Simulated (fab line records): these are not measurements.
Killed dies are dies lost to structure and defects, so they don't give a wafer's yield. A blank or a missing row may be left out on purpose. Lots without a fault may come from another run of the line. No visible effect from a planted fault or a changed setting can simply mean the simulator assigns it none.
fab line records -- flow sky130
[record] lots = 7, wafers = 19, lastDay = 50
route steps=708 shown METAL2@495 VIA2@507 PAD_OPEN@708
lots untouched by any fault: they come from a run of this same line in which no faults occurred
startH: start of the lot's first displayed wafer, in hours after the record's first day -- waitH: hours elapsed since this lot's preceding step -- " as in the row above -- L1.1+2: a single row standing in for several wafers -- - no value present, or no start provided -- * or withheld: withheld -- < > ~ a bound
route shown NAME@n: a module of which the file shows steps, and the number in the route of the first -- usual: mean/standard deviation of fault-free wafers -- same: alike in all rows -- chamber/n: place in a boat -- sites: readings site by site -- _std_site: their standard deviation -- _edge_site: the outer-site mean with the inner-site mean subtracted -- radiusMm: for every site, how far away it sits from the centre of the wafer -- mask NAME#n: copy n -- behind: the tool/chamber that last shaped the wafer -- hold: cause of the lot's hold/its duration in hours/its outcome -- device: names the non-switching transistor (n, p or np) -- end of line: the route-end tests of the same wafers -- a step without rows: its recipe alone -- killed: dies that structure and defects cost at the first sort, which is not the same as the wafer's yield -- map: a wafer's dies, marking killed ones x, the rest . and places with no die _
set.NAME: setting as actually run; set.NAME@STEP: the setting as run at that earlier step -- model.NAME: the simulator's own value behind a step, which no gauge read
lots at selected steps of the route; one table per step, one row per wafer
services: from which hour (startH, from the record's first day; less than 0 if before it) a tool's chamber was out of use, for how many hours, and why
[[steps]]
[step SKY_METAL2_EXPOSE_12]
[recipe] maskId = MM2, na = 0.8, sourceShape = annular, sigmaInner = 0.55, sigmaOuter = 0.85, targetCdNm = 140, doseMj = 28
[step SKY_METAL2_PEB_13]
[recipe] pebTempC = withheld, pebTimeS = withheld, resist = KrF-thick
[step SKY_METAL2_DEVELOP_14]
[recipe] developTimeS = 60, resist = KrF-thick, devTempC = 21
[step SKY_METAL2_CD_MEAS_15]
[recipe] targetCdNm = 140
[usual] cdNm = 140.6/1.5
lot.wafer,tool,chamber,startH,waitH,cdNm
L393.3,cdSem-02,-,895.79,-,141.2
L393.5,cdSem-02,-,895.79,-,140.9
L395.4,cdSem-02,-,910.52,-,143.0
L395.5,cdSem-02,-,910.52,-,140.8
L396.2,cdSem-01,-,911.64,-,142.9
L396.4,cdSem-01,-,911.64,-,142.7
L396.6,cdSem-01,-,911.64,-,142.4
L399.4,cdSem-02,-,950.18,-,139.6
L399.5,cdSem-02,-,950.18,-,139.3
L399.6,cdSem-02,-,950.18,-,140.6
L401.1,cdSem-02,-,958.06,-,141.3
L401.3,cdSem-02,-,958.06,-,139.7
L401.5,cdSem-02,-,958.06,-,139.9
L402.2,cdSem-01,-,959.68,-,140.1
L402.3,cdSem-01,-,959.68,-,138.3
L402.5,cdSem-01,-,959.68,-,139.7
L405.1,cdSem-01,-,981.26,-,142.7
L405.5,cdSem-01,-,981.26,-,142.9
L405.6,cdSem-01,-,981.26,-,142.4
[step SKY_METAL2_OVL_MEAS_16]
[usual] METAL2_OVL = 0/4.8
lot.wafer,tool,chamber,startH,waitH,METAL2_OVL[nm]
L393.3,overlay-02,-,895.89,0.1,4
L393.5,overlay-02,-,895.89,0.1,7
L395.4,overlay-01,-,910.60,0.1,-7
L395.5,overlay-01,-,910.60,0.1,-5
L396.2,overlay-01,-,911.75,0.1,-8
L396.4,overlay-01,-,911.75,0.1,0
L396.6,overlay-01,-,911.75,0.1,-5
L399.4,overlay-01,-,950.26,0.1,2
L399.5,overlay-01,-,950.26,0.1,4
L399.6,overlay-01,-,950.26,0.1,0
L401.1,overlay-01,-,958.18,0.1,4
L401.3,overlay-01,-,958.18,0.1,1
L401.5,overlay-01,-,958.18,0.1,7
L402.2,overlay-01,-,959.79,0.1,-5
L402.3,overlay-01,-,959.79,0.1,2
L402.5,overlay-01,-,959.79,0.1,-2
L405.1,overlay-02,-,981.38,0.1,3
L405.5,overlay-02,-,981.38,0.1,-1
L405.6,overlay-02,-,981.38,0.1,-2
[step SKY_METAL2_DESCUM_17]
[recipe] chemistry = O2, sourcePowerW = 150, biasPowerW = 0, pressureMtorr = 10, tempC = 40, timeS = 8
[usual] drypumpMotorCurrentA = 5.68/0.26, oesProductAu = 0.997/0.0077
lot.wafer,tool,chamber,startH,waitH,drypumpMotorCurrentA,oesProductAu,rfHoursCounterH
L393.3,rieMetal-01,1,895.92,0.0,5.15,0.994,-
L393.5,rieMetal-01,1,895.92,0.0,5.15,0.997,-
L395.4,rieMetal-01,0,910.63,0.0,5.73,0.995,-
L395.5,rieMetal-01,0,910.63,0.0,5.72,0.995,-
L396.2,rieMetal-02,0,911.78,0.0,5.74,0.991,16
L396.4,rieMetal-02,1,911.78,0.0,5.99,1.005,-
L396.6,rieMetal-02,1,911.78,0.0,5.96,0.995,-
L399.4,rieMetal-02,1,950.29,0.0,5.97,1.012,-
L399.5,rieMetal-02,0,950.29,0.0,5.72,0.994,-
L399.6,rieMetal-02,1,950.29,0.0,5.96,1.017,-
L401.1,rieMetal-01,0,958.22,0.0,5.73,0.997,10
L401.3,rieMetal-01,1,958.22,0.0,5.18,1.012,-
L401.5,rieMetal-01,1,958.22,0.0,5.17,1.003,-
L402.2,rieMetal-02,0,959.82,0.0,5.72,0.991,19
L402.3,rieMetal-02,0,959.82,0.0,5.71,0.995,-
L402.5,rieMetal-02,1,959.82,0.0,5.98,1.011,-
L405.1,rieMetal-01,0,981.42,0.0,5.73,1.002,12
L405.5,rieMetal-01,0,981.42,0.0,5.73,1.002,-
L405.6,rieMetal-01,0,981.42,0.0,5.73,0.997,-
[step SKY_METAL2_ETCH_18]
[recipe] chemistry = N2/H2, target = BARC, ionEnergyEv = 200, biasW = 100, pressureMtorr = 30, n2FlowSccm = 100, h2FlowSccm = 200, icpW = 500, stopOn = SiO2, timeS = 45.9, targetDepthA = 600
[usual] drypumpMotorCurrentA = 5.69/0.26, h2FlowSccm = 200.0/0.59, oesProductAu = 0.855/0.005, throttleValvePct = 13.225/0.0089
lot.wafer,tool,chamber,startH,waitH,drypumpMotorCurrentA,h2FlowSccm,oesProductAu,rfHoursCounterH,throttleValvePct
L393.3,rieMetal-01,1,895.96,0.0,5.16,199.2,0.856,-,13.233
L393.5,rieMetal-01,1,895.96,0.0,5.15,199.8,0.861,-,13.211
L395.4,rieMetal-01,0,910.67,0.0,5.73,199.9,0.851,-,13.237
L395.5,rieMetal-01,0,910.67,0.0,5.73,199.2,0.857,-,13.239
L396.2,rieMetal-02,0,911.81,0.0,5.76,199.9,0.859,16,13.234
L396.4,rieMetal-02,1,911.81,0.0,6.00,199.8,0.856,-,13.224
L396.6,rieMetal-02,1,911.81,0.0,6.00,199.5,0.854,-,13.221
L399.4,rieMetal-02,1,950.33,0.0,6.02,200.2,0.848,-,13.219
L399.5,rieMetal-02,0,950.33,0.0,5.71,200.5,0.856,-,13.237
L399.6,rieMetal-02,1,950.33,0.0,6.01,199.5,0.851,-,13.222
L401.1,rieMetal-01,0,958.25,0.0,5.72,200.4,0.859,10,13.224
L401.3,rieMetal-01,1,958.25,0.0,5.16,200.6,0.849,-,13.213
L401.5,rieMetal-01,1,958.25,0.0,5.18,201.0,0.848,-,13.243
L402.2,rieMetal-02,0,959.85,0.0,5.75,200.0,0.854,19,13.239
L402.3,rieMetal-02,0,959.85,0.0,5.75,199.4,0.856,-,13.218
L402.5,rieMetal-02,1,959.85,0.0,5.99,199.3,0.860,-,13.211
L405.1,rieMetal-01,0,981.48,0.1,5.74,200.0,0.861,12,13.215
L405.5,rieMetal-01,0,981.48,0.1,5.75,199.7,0.857,-,13.208
L405.6,rieMetal-01,0,981.48,0.1,5.73,199.5,0.855,-,13.236
[step SKY_METAL2_METAL_ETCH_19]
[recipe] targetDepthA = 3600, stopOn = SiO2, overEtchFrac = 0.3, timeS = 78, chemistry = Cl2/BCl3, resistSidewallDeg = 88, pressureMtorr = 10, icpW = 900, biasW = 48.5, Cl2_flow_sccm = 60, bcl3FlowSccm = 30
[usual] drypumpMotorCurrentA = 5.68/0.26, oesProductAu = 0.853/0.0058, throttleValvePct = 22.265/0.0089
lot.wafer,tool,chamber,startH,waitH,drypumpMotorCurrentA,oesProductAu,rfHoursCounterH,throttleValvePct
L393.3,rieMetal-01,1,896.04,0.1,5.14,0.843,-,22.271
L393.5,rieMetal-01,1,896.04,0.1,5.15,0.858,-,22.264
L395.4,rieMetal-01,0,910.74,0.1,5.73,0.857,-,22.249
L395.5,rieMetal-01,0,910.74,0.1,5.74,0.853,-,22.258
L396.2,rieMetal-02,0,911.87,0.0,5.75,0.851,16,22.274
L396.4,rieMetal-02,1,911.87,0.0,5.97,0.857,-,22.271
L396.6,rieMetal-02,1,911.87,0.0,5.98,0.851,-,22.260
L399.4,rieMetal-02,1,950.40,0.1,5.99,0.845,-,22.268
L399.5,rieMetal-02,0,950.40,0.1,5.71,0.848,-,22.259
L399.6,rieMetal-02,1,950.40,0.1,5.99,0.842,-,22.260
L401.1,rieMetal-01,0,958.31,0.0,5.72,0.871,10,22.277
L401.3,rieMetal-01,1,958.31,0.0,5.16,0.862,-,22.270
L401.5,rieMetal-01,1,958.31,0.0,5.16,0.860,-,22.263
L402.2,rieMetal-02,0,959.91,0.0,5.72,0.864,19,22.251
L402.3,rieMetal-02,0,959.91,0.0,5.73,0.858,-,22.265
L402.5,rieMetal-02,1,959.91,0.0,6.00,0.859,-,22.254
L405.1,rieMetal-01,0,981.61,0.1,5.72,0.844,12,22.261
L405.5,rieMetal-01,0,981.61,0.1,5.72,0.849,-,22.275
L405.6,rieMetal-01,0,981.61,0.1,5.73,0.852,-,22.268
[step SKY_METAL2_STRIP_20]
[recipe] chemistry = O2/N2, powerW = 1400, pressureMtorr = 1500, platenTempC = withheld, o2FlowSccm = 3000, n2FlowSccm = 300, overashFraction = 0.5
[usual] drypumpMotorCurrentA = 5.80/0.19, o2FlowSccm = 3000/9.2, oesProductAu = 0.344/0.0047, stripTimeToEndpointS = 2.71/0.032
lot.wafer,tool,chamber,startH,waitH,drypumpMotorCurrentA,o2FlowSccm,oesProductAu,rfHoursCounterH,stripTimeToEndpointS
L393.3,plasmaAsher-01,1,896.13,0.1,5.72,2991,0.351,-,2.74
L393.5,plasmaAsher-01,1,896.13,0.1,5.76,2993,0.347,-,2.71
L395.4,plasmaAsher-03,0,910.84,0.1,5.83,2992,0.347,-,2.72
L395.5,plasmaAsher-03,1,910.84,0.1,5.97,3012,0.343,-,2.69
L396.2,plasmaAsher-03,1,911.96,0.1,5.95,2990,0.353,48,2.76
L396.4,plasmaAsher-03,1,911.96,0.1,5.93,2990,0.336,-,2.68
L396.6,plasmaAsher-03,0,911.96,0.1,5.85,2989,0.338,-,2.67
L399.4,plasmaAsher-04,1,950.49,0.1,5.84,3008,0.343,-,2.69
L399.5,plasmaAsher-04,1,950.49,0.1,5.86,3004,0.352,-,2.72
L399.6,plasmaAsher-04,0,950.49,0.1,5.81,2997,0.352,-,2.68
L401.1,plasmaAsher-03,0,958.40,0.1,5.84,3002,0.346,53,2.68
L401.3,plasmaAsher-03,0,958.40,0.1,5.81,3009,0.342,-,2.72
L401.5,plasmaAsher-03,0,958.40,0.1,5.83,2998,0.343,-,2.68
L402.2,plasmaAsher-04,1,960.00,0.1,5.85,3015,0.351,20,2.75
L402.3,plasmaAsher-04,0,960.00,0.1,5.80,3014,0.345,-,2.76
L402.5,plasmaAsher-04,1,960.00,0.1,5.89,3004,0.336,-,2.68
L405.1,plasmaAsher-01,1,981.79,0.1,5.74,2983,0.340,120,2.71
L405.5,plasmaAsher-01,1,981.79,0.1,5.75,2982,0.344,-,2.68
L405.6,plasmaAsher-01,0,981.79,0.1,5.25,3000,0.338,-,2.70
[step SKY_METAL2_STRIP_21]
[recipe] chemistry = postEtchResidueRemover, timeS = 1200, tempC = 72.5
[step SKY_METAL2_CLEAN_22]
[recipe] chemistry = IPA, timeS = 180, tempC = 25
[step SKY_METAL2_CLEAN_23]
[recipe] chemistry = O3/DIW, dry = n2Spin
[step SKY_VIA2_HDPCVD_00]
[recipe] material = SiO2, targetThkNm = 1180, sigmaOpenFrac = 0.3, timeS = 196.7, tempC = 400, sih4FlowSccm = 60, pressureMtorr = 6
[usual] runLengthS = 224.3/0.74, sih4FlowSccm = 60.00/0.17
lot.wafer,tool,chamber,startH,waitH,runLengthS,sih4FlowSccm,model.SiO2_of_VIA2_HDPCVD_00.thkNm
L393.3,hdpcvd-02,1,896.73,0.0,224.6,59.81,1162
L393.5,hdpcvd-02,2,896.73,0.0,208.1,59.97,1053
L395.4,hdpcvd-02,0,911.47,0.1,206.2,60.06,1079
L395.5,hdpcvd-02,1,911.47,0.1,206.3,59.72,1084
L396.2,hdpcvd-02,2,912.56,0.0,226.5,60.07,1165
L396.4,hdpcvd-02,1,912.56,0.0,206.8,60.07,1061
L396.6,hdpcvd-02,2,912.56,0.0,225.5,60.05,1149
L399.4,hdpcvd-01,0,951.12,0.1,224.7,59.78,1161
L399.5,hdpcvd-01,1,951.12,0.1,224.1,60.13,1162
L399.6,hdpcvd-01,2,951.12,0.1,223.4,60.04,1167
L401.1,hdpcvd-01,2,958.99,0.0,223.5,59.81,1181
L401.3,hdpcvd-01,1,958.99,0.0,224.1,60.12,1185
L401.5,hdpcvd-01,1,958.99,0.0,224.4,59.92,1187
L402.2,hdpcvd-01,1,960.59,0.0,224.8,59.82,1171
L402.3,hdpcvd-01,2,960.59,0.0,223.3,60.00,1200
L402.5,hdpcvd-01,2,960.59,0.0,223.5,59.84,1190
L405.1,hdpcvd-02,1,982.47,0.0,224.4,60.07,1181
L405.5,hdpcvd-02,2,982.47,0.0,226.0,59.90,1172
L405.6,hdpcvd-02,0,982.47,0.0,223.6,59.75,1182
[step SKY_VIA2_THK_MEAS_01]
[recipe] reads = SiO2_of_VIA2_HDPCVD_00
[usual] VIA2_HDPCVD_THK = 1173/13
lot.wafer,tool,chamber,startH,waitH,VIA2_HDPCVD_THK[nm]
L393.3,filmMetro-04,-,896.91,0.1,1161
L393.5,filmMetro-04,-,896.91,0.1,1053
L395.4,filmMetro-01,-,911.56,0.0,1081
L395.5,filmMetro-01,-,911.56,0.0,1084
L396.2,filmMetro-04,-,912.69,0.1,1165
L396.4,filmMetro-04,-,912.69,0.1,1061
L396.6,filmMetro-04,-,912.69,0.1,1149
L399.4,filmMetro-04,-,951.21,0.0,1160
L399.5,filmMetro-04,-,951.21,0.0,1162
L399.6,filmMetro-04,-,951.21,0.0,1168
L401.1,filmMetro-02,-,959.18,0.1,1182
L401.3,filmMetro-02,-,959.18,0.1,1184
L401.5,filmMetro-02,-,959.18,0.1,1187
L402.2,filmMetro-04,-,960.79,0.1,1171
L402.3,filmMetro-04,-,960.79,0.1,1200
L402.5,filmMetro-04,-,960.79,0.1,1189
L405.1,filmMetro-04,-,982.59,0.1,1180
L405.5,filmMetro-04,-,982.59,0.1,1172
L405.6,filmMetro-04,-,982.59,0.1,1182
[step SKY_VIA2_CMP_02]
[recipe] material = SiO2, downForcePsi = 4, platenRpm = 60, padVelocityMS = 0.94248
[usual] motorCurrentA = 12.6/1.5
lot.wafer,tool,chamber,startH,waitH,motorCurrentA
L393.3,cmp-02,2,897.00,0.1,13.7
L393.5,cmp-02,1,897.00,0.1,10.4
L395.4,cmp-01,2,911.74,0.2,11.1
L395.5,cmp-01,0,911.74,0.2,14.2
L396.4,cmp-01,1,912.74,0.0,11.5
L396.2,cmp-01,2,912.74,0.0,11.4
L396.6,cmp-01,1,912.74,0.0,11.7
L399.4,cmp-01,2,951.39,0.2,11.9
L399.5,cmp-01,3,951.39,0.2,13.3
L399.6,cmp-01,0,951.39,0.2,14.2
L401.1,cmp-01,3,959.24,0.1,13.3
L401.3,cmp-01,0,959.24,0.1,14.4
L401.5,cmp-01,0,959.24,0.1,14.8
L402.2,cmp-01,0,960.89,0.1,14.7
L402.3,cmp-01,2,960.89,0.1,12.0
L402.5,cmp-01,3,960.89,0.1,13.0
L405.1,cmp-01,2,982.70,0.1,11.2
L405.5,cmp-01,1,982.70,0.1,11.7
L405.6,cmp-01,2,982.70,0.1,12.0
[step SKY_PAD_OPEN_PROBE_99]
[usual] defectLimitedYield = 81.9/1.9, killed_at_M0_to_M3 = 45/7.3, killed_at_M4_up = 3.2/1.8, killedAtContacts = 25/5.5, killedAtFrontEnd = 15/4.2, killedAtOther = 0.3/0.69, killedDies = 89/9.4, killedOpen = 49/6.6, killedShort = 40/6.4, sort_bin_3_pad_short = 0.9/0.43, sort_bin_5_function = 10.7/1.5, sort_bin_6_memory = 6.5/1.2, sortNPass = 403/9.4, sortYieldPct = 81.9/1.9
[same] grossDies = 492, killedAtBackSide = 0, sort_bin_4_leakage[%] = 0, sort_bin_8_speed[%] = 0
lot.wafer,tool,chamber,startH,waitH,defectLimitedYield[%],killed_at_M0_to_M3,killed_at_M4_up,killedAtContacts,killedAtFrontEnd,killedAtOther,killedDies,killedOpen,killedShort,sort_bin_3_pad_short[%],sort_bin_5_function[%],sort_bin_6_memory[%],sortNPass,sortYieldPct[%]
L395.4,prober-02,-,1145.66,0.2,82.9,45,1,22,14,2,84,42,40,1.4,9.8,5.9,408,82.9
L395.5,prober-02,-,1145.71,0.2,79.7,58,4,29,9,0,100,55,45,1.8,12.0,6.5,392,79.7
L396.2,prober-01,-,1145.89,0.1,85.0,44,1,19,10,0,74,38,35,1.4,9.3,4.3,418,85.0
L396.4,prober-01,-,1145.99,0.2,81.5,53,6,23,9,0,91,50,41,1.2,10.8,6.5,401,81.5
L396.6,prober-01,-,1146.09,0.2,80.5,55,3,22,15,1,96,49,44,1.6,12.4,5.5,396,80.5
// killed by level:class
L395.4 CONTACT:geometricParticle:open=8 VIA1:geometricParticle:open=8 VIA3:geometricParticle:open=8 METAL1:geometricParticle:short=6 CONTACT:geometricParticle:short=5 VIA1:geometricParticle:short=5 FIELD_ISO:geometricParticle:short=4 LI_CONTACT:geometricParticle:open=4
L395.5 VIA1:geometricParticle:open=12 CONTACT:geometricParticle:open=12 VIA3:geometricParticle:open=12 CONTACT:geometricParticle:short=9 METAL1:geometricParticle:short=9 LOCAL_INTERCONNECT:geometricParticle:short=6 VIA2:geometricParticle:open=6 METAL2:geometricParticle:short=5
L396.2 VIA2:geometricParticle:open=8 LI_CONTACT:geometricParticle:short=6 LI_CONTACT:geometricParticle:open=6 VIA1:geometricParticle:open=6 VIA3:geometricParticle:open=6 METAL2:geometricParticle:short=5 CONTACT:geometricParticle:open=5 VIA1:geometricParticle:short=4
L396.4 VIA1:geometricParticle:open=16 CONTACT:geometricParticle:open=12 VIA3:geometricParticle:open=8 METAL1:geometricParticle:short=6 VIA1:geometricParticle:short=6 CONTACT:geometricParticle:short=5 METAL3:geometricParticle:short=4 VIA2:geometricParticle:open=4
L396.6 METAL1:geometricParticle:short=11 VIA2:geometricParticle:open=10 LI_CONTACT:geometricParticle:open=9 VIA1:geometricParticle:open=9 CONTACT:geometricParticle:open=8 METAL2:geometricParticle:short=7 VIA2:geometricParticle:short=5 FIELD_ISO:geometricParticle:open=4
[[services]]
tool,chamber,startH,hours,kind
hdpcvd-01,-,872.52,1.3,repair
hdpcvd-02,0,880.02,7.6,repair
hdpcvd-01,-,895.16,2.8,pm
plasmaAsher-03,-,896.65,0.3,repair
plasmaAsher-04,-,900.28,9.3,repair
cmp-01,-,913.04,4.0,pm
cmp-01,-,917.04,-,consumableReplace:conditioner
cmp-01,-,917.04,-,consumableReplace:pad
rieMetal-02,-,918.99,2.8,pm
plasmaAsher-03,-,919.08,3.2,repair
cmp-02,-,924.47,1.2,repair
hdpcvd-02,2,925.32,3.4,repair
hdpcvd-02,-,948.55,0.9,repair
hdpcvd-02,-,950.25,15.0,pm
hdpcvd-02,0,950.25,15.0,ventCycle
hdpcvd-01,0,951.23,16.7,repair
cmp-02,-,961.86,6.1,pm
cmp-01,-,965.04,0.6,repair
rieMetal-01,1,972.12,-,clean
rieMetal-01,1,972.12,18.3,scheduledDown
rieMetal-01,1,972.12,18.3,ventCycle
cmp-01,-,972.90,2.6,repair
hdpcvd-01,-,976.82,0.7,repair
cmp-01,-,978.63,0.7,repair
[[key]]
[firstSign] step = SKY_VIA2_HDPCVD_00, reading = runLengthS, direction = down, sigmas = 23, usual = *, struck = *
[effect] step = SKY_VIA2_THK_MEAS_01, reading = VIA2_HDPCVD_THK, direction = down, sigmas = 8.1, usual = 1173, struck = 1070
[modelEffect] step = SKY_VIA2_HDPCVD_00, value = SiO2_of_VIA2_HDPCVD_00.thkNm, without = 1174, struck = 1069
metAt SKY_VIA2_HDPCVD_00
struckWafers L393.5,L395.4,L395.5,L396.4
[fault] kind = processParameterDrift, tool = hdpcvd-02, chamber = -, onsetH = 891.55, steps = SKY_VIA2_HDPCVD_00, channel = timeS, offset = *, shape = step, endH = 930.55, scope = struckWafersOnly, actsIn = *, stated = *
